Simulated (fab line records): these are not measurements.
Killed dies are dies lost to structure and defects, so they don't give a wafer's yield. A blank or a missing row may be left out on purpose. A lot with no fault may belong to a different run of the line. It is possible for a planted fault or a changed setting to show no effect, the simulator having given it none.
Chamber matching    flow gf180mcu    GF_V3_CMP_04 on cmp-02 has 4 sister chambers
The step polishes SiO2. 16 wafers are shown with their chamber, then 8 later ones without.

== WAFERS PAIRED WITH THEIR CHAMBERS ==
wafer   chamber  motor current A (A)  time to endpoint s (s)
L077.2  0        12.4                 72
L077.4  2        12.7                 85
L077.5  1        11.8                 70
L078.2  3        15.1                 64
L078.3  2        12.8                 74
L078.4  0        12.6                 72
L080.1  1        11.2                 78
L080.3  3        15.7                 78
L080.6  1        11.2                 84
L087.1  2        12.6                 73
L087.2  3        15.9                 67
L087.4  1        11.9                 74
L090.1  2        13.1                 73
L090.3  0        12.8                 63
L090.4  3        15.5                 70
L092.1  2        13.0                 74

SIGNATURES (means of the wafers above)
reading             chamber 0  chamber 1  chamber 2  chamber 3  scatter within a chamber
motor current A     12.600     11.525     12.840     15.550     0.293
time to endpoint s  69.00      76.50      75.80      69.75      5.6
Rule: a wafer's distance from a chamber is the root of the sum, over the readings, of the square of ((its reading less the chamber's mean) divided by the reading's scatter). If the next closest chamber is less than 2 further off than the closest, the wafer can't be placed; otherwise it belongs to the closest. The scatter: take each reading less its chamber's mean, square it, sum over the shown wafers, divide by the number of wafers less the number of chambers, and take the root.

== WAFERS WHOSE CHAMBER IS MISSING ==
wafer   motor current A (A)  time to endpoint s (s)
L092.3  13.6                 69
L092.4  11.6                 71
L094.1  12.8                 79
L094.3  12.0                 75
L094.6  16.2                 75
L097.2  12.0                 76
L097.4  12.7                 86
L097.6  14.1                 74

== CHAMBER TAKEN BY EACH ==
wafer   from the rows above           in truth
L092.3  can't be placed: 2 or 0       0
L092.4  1                             1
L094.1  can't be placed: 2 or 0       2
L094.3  can't be placed: 1 or 0 or 2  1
L094.6  3                             3
L097.2  can't be placed: 1 or 0 or 2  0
L097.4  can't be placed: 2 or 0       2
L097.6  can't be placed: 2 or 3 or 0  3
Placed correctly: 2 of 8. Can't be placed from these rows: 6 (the true chamber is among the candidates in 6). Placed wrongly: 0.
